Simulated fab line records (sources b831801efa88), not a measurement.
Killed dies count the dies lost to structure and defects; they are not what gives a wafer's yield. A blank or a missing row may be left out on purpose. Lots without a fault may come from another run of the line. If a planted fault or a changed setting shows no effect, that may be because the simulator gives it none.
Which tool was responsible? | flow gf180mcu | 12 lots with 36 wafers sampled at 4 steps, on a route of 602 steps

## WHAT THE GAUGES SHOWED, per wafer
GF_HV_LDD_CD_MEAS_31 targets a cd of 400 nm.
lot  | measured     | on        | cd-nm (nm)
L634 | day 12 06:38 | cd-sem-01 | 402.9 401.8 402.7
L636 | day 12 19:35 | cd-sem-02 | 399.9 398.2 400.2
L638 | day 13 10:44 | cd-sem-01 | 401.5 400.3 400.1
L640 | day 13 23:04 | cd-sem-01 | 404.6 405.8 405.0
L643 | day 15 03:48 | cd-sem-01 | 396.4 397.0 397.6
L644 | day 15 12:36 | cd-sem-01 | 396.3 395.8 397.8
L645 | day 15 15:56 | cd-sem-01 | 400.6 400.5 399.7
L646 | day 16 02:58 | cd-sem-02 | 403.9 403.2 401.6
L651 | day 17 20:46 | cd-sem-02 | 402.6 403.8 401.2
L652 | day 17 22:23 | cd-sem-01 | 399.2 396.7 400.0
L654 | day 18 15:45 | cd-sem-01 | 398.3 398.9 397.7
L655 | day 19 00:07 | cd-sem-02 | 400.9 400.2 401.3

GF_HV_LDD_OVL_MEAS_32.
lot  | measured     | on         | HV_LDD_02_OVL (nm)
L634 | day 12 06:46 | overlay-02 | 3.3 0.4 1.2
L636 | day 12 19:41 | overlay-01 | 0.7 -0.8 -2.2
L638 | day 13 10:50 | overlay-02 | 0.8 1.1 -0.2
L640 | day 13 23:10 | overlay-01 | 2.1 0.8 1.3
L643 | day 15 03:55 | overlay-01 | -1.3 0.5 -0.3
L644 | day 15 12:41 | overlay-02 | 1.6 0.5 -0.3
L645 | day 15 16:03 | overlay-02 | 165.4 166.3 165.8
L646 | day 16 03:05 | overlay-01 | 166.9 164.9 165.6
L651 | day 17 20:53 | overlay-01 | 2.0 2.4 2.2
L652 | day 17 22:30 | overlay-02 | 2.3 0.5 0.4
L654 | day 18 15:52 | overlay-02 | 0.0 -0.6 -1.1
L655 | day 19 00:14 | overlay-02 | 2.9 3.0 3.0

GF_HV_LDD_THK_MEAS_57.
lot  | measured     | on            | HV_LDD_CVD_56_THK (nm)
L634 | day 13 06:35 | film-metro-04 | 90.5 90.2 90.2
L636 | day 13 19:25 | film-metro-03 | 90.7 90.8 91.0
L638 | day 14 12:41 | film-metro-04 | 90.1 90.2 90.4
L640 | day 15 00:50 | film-metro-01 | 90.4 90.1 90.3
L643 | day 16 05:42 | film-metro-01 | 90.1 89.5 89.7
L644 | day 16 14:52 | film-metro-01 | 90.0 90.2 91.2
L645 | day 16 18:26 | film-metro-03 | 90.1 90.0 90.1
L646 | day 17 06:43 | film-metro-01 | 90.0 91.2 90.7
L651 | day 19 00:22 | film-metro-01 | 90.0 90.4 90.1
L652 | day 19 03:17 | film-metro-01 | 90.0 91.4 90.1
L654 | day 19 20:26 | film-metro-01 | 92.0 91.7 91.6
L655 | day 20 05:13 | film-metro-03 | 90.5 90.2 91.1

## WHICH TOOL RAN EACH LOT (tool, then ch and the chambers of the sampled wafers, then the start)
lot  | GF_HV_LDD_EXPOSE_28
L634 | iline-stepper-02 ch 0, day 11 21:08
L636 | iline-stepper-02 ch 0, day 12 09:50
L638 | iline-stepper-02 ch 0, day 13 01:31
L640 | iline-stepper-02 ch 0, day 13 12:52
L643 | iline-stepper-02 ch 0, day 14 17:20
L644 | iline-stepper-01 ch 0, day 15 02:21
L645 | iline-stepper-02 ch 0, day 15 05:05
L646 | iline-stepper-02 ch 0, day 15 16:32
L651 | iline-stepper-01 ch 0, day 17 10:08
L652 | iline-stepper-01 ch 0, day 17 11:34
L654 | iline-stepper-01 ch 0, day 18 03:58
L655 | iline-stepper-01 ch 0, day 18 11:58
- GF_HV_LDD_EXPOSE_28: exposes mask Nplus HV AREA, target cd 400 nm.

## WHAT THE TOOLS THEMSELVES READ (means of the sampled wafers that have a number; where no wafer has one, the mark that the record gives instead)
GF_HV_LDD_EXPOSE_28.
lot  | tool             | exposure-dose-mJ-cm2 | focus-offset-nm (nm) | stage-vel-mm-s (mm/s)
L634 | iline-stepper-02 | 140.10               | -0.5                 | 500.02
L636 | iline-stepper-02 | 140.08               | -0.3                 | 500.07
L638 | iline-stepper-02 | 139.97               | 0.0                  | 499.80
L640 | iline-stepper-02 | 140.06               | -0.2                 | 500.02
L643 | iline-stepper-02 | 139.92               | -0.5                 | 499.95
L644 | iline-stepper-01 | 139.98               | -0.3                 | 499.62
L645 | iline-stepper-02 | 139.93               | -0.4                 | 500.26
L646 | iline-stepper-02 | 139.96               | -0.2                 | 500.36
L651 | iline-stepper-01 | 139.97               | -0.1                 | 499.94
L652 | iline-stepper-01 | 139.94               | 0.3                  | 500.13
L654 | iline-stepper-01 | 139.92               | -0.7                 | 500.25
L655 | iline-stepper-01 | 139.88               | -0.9                 | 500.26

## THE ANSWER, worked out from the rows above alone
Rule: the lots themselves supply what counts as usual. The widest of any qualifying gaps counts: lots, ordered by their means at a reading, are off when they make up no more than a third of the lots, leave a main group of 4 or more, and stand apart from it by 3 or more times the standard deviation of that group's means. A main group whose means are all the same, to the digits that the tables above print for the reading, isn't used. Also off: a lot with no number at a reading for which 4 or more lots have one. Where the step has rows for the other lots, those lots are counted as sound. After the gauges, taken in route order, come the tools' own readings; for these a lot's mean is taken, as printed above. At the first step where some lot is off, the reading lying furthest off is the one used; lots without a number count as furthest.
Off: L645, L646, seen at GF_HV_LDD_OVL_MEAS_32 (HV_LDD_02_OVL). For the main group the mean is 0.9 nm and the standard deviation 1.2.
A tool fits if, at a process step before that reading, it ran every lot that is off, and no sound lot after the first of them. The gauges at GF_HV_LDD_OVL_MEAS_32 are tried like those tools. One fits: GF_HV_LDD_EXPOSE_28 on iline-stepper-02. Its last sound lot is L643 (day 14 17:20), its first lot that is off L645 (day 15 05:05): a fault that began between those two fits.

## WHAT HAD BEEN PUT IN BY THE SIMULATOR
Scanner matching overlay: iline-stepper-02, from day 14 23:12 on, at GF_HV_LDD_EXPOSE_28. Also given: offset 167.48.
Lots struck among those shown: L645, L646. This agrees with what the rule above found.
